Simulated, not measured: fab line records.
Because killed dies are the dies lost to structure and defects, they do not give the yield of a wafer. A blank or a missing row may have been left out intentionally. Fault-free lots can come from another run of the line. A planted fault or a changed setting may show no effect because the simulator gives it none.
Code-filled problem report in 8D (eight disciplines) form || flow sky130 || the parts of the form that need people (team, actions taken, sign-off) are left out

1. THE PROBLEM
On 2 wafers of 1 lot, killedAtFrontEnd at SKY_PAD_OPEN_PROBE_99 has a mean of 66; fault-free wafers read 15, standard deviation 4.5. That puts it +11 standard deviations away from the usual mean.
Seen first at day 47 06:39 on prober-01, wafer L362.4. The record holds 3 wafers of 1 lot with a number at this step. Rule for "out", or "out of limits": more than 4 standard deviations from the usual mean. Any other wafer with a number is counted as sound.

2. WHAT IT IS, WHAT IT ISN'T
{"question": "which readings at this step", "is": "killedAtFrontEnd, killedDies", "is not": "killed_at_M0_to_M3, killed_at_M4_up, killedAtContacts, killedOpen, killedShort"}
{"question": "which lots", "is": "L362", "is not": "-"}
{"question": "which wafers of those lots", "is": "L362.4, L362.5", "is not": "L362.1"}
{"question": "read on which tools", "is": "prober-01", "is not": "-"}
{"question": "when", "is": "from day 47 06:39", "is not": "up to then (1 sound wafer)"}

3. THE SUSPECTS, EACH WITH WHAT RULES IT OUT
Counting: a tool at a process step up to the reading stays a suspect if it ran every lot that is out. Sound lots after the first of them don't rule it out here, since some wafers of a struck lot are sound.
- plasmaAsher-04 at SKY_VT_ADJUST_PCH_STRIP_09 (strips in O2/N2): kept. It ran the lot that is out, L362 (day 12 08:49).
- cmp-01 at SKY_VIA3_CMP_24 (polishes, stops on SiO2, t overpolish 20 s, target thk 0 nm): kept. It ran the lot that is out, L362 (day 41 13:26).
- prober-01 at SKY_PAD_OPEN_PROBE_99: kept. It ran the lot that is out, L362 (day 47 06:30). Its own readings are out on those wafers: killedAtFrontEnd, killedDies.
- The sound lot-mates ran in chamber 0 of plasmaAsher-04 at SKY_VT_ADJUST_PCH_STRIP_09, but the wafers that are out ran in chamber 1.
- Within cmp-01 at SKY_VIA3_CMP_24: the wafers that are out ran in chambers 1, 3; their sound lot-mates ran in chamber 0.
The count leaves plasmaAsher-04 at SKY_VT_ADJUST_PCH_STRIP_09, cmp-01 at SKY_VIA3_CMP_24, and prober-01 at SKY_PAD_OPEN_PROBE_99.

4. THE CAUSE (what the simulator had put in)
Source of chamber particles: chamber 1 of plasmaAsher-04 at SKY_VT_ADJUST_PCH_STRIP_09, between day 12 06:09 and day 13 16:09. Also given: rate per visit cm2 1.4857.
After counting, 3 suspects remain, this tool included.

5. THE EFFECT CHAIN, in route order
Rows list readings where the struck wafers' mean (over those with a number) sits beyond 3 standard deviations from the usual. Only readings whose record carries a usual standard deviation are examined. hours: median over the lots of the time between each lot's start at the first step of this table that gives one and its start at this step. sigmas: the change, counted in usual standard deviations.
{"hours": 0, "step": "SKY_PAD_OPEN_PROBE_99", "reading": "killedAtFrontEnd", "usual": 15, "on struck wafers": 66, "change": "+52", "sigmas": "+11"}
{"hours": 0, "step": "SKY_PAD_OPEN_PROBE_99", "reading": "killedDies", "usual": 86, "on struck wafers": 132, "change": "+46", "sigmas": "+5.3"}
It contains these process steps:
- SKY_PAD_OPEN_PROBE_99

6. WHAT WOULD HAVE CAUGHT IT SOONER
841 hours passed between the start of the fault at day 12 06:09 and the first reading out of limits in this record, taken at day 47 06:39.
An alarm limit of 4 standard deviations would not have fired on the tool readings at SKY_VT_ADJUST_PCH_STRIP_09 for which the record gives a usual standard deviation, since none of them was out on any struck wafer.
All the lots that are out (1) had begun SKY_VT_ADJUST_PCH_STRIP_09 on plasmaAsher-04 by day 47 06:39. Tool hold at that time: it would have spared none of them.
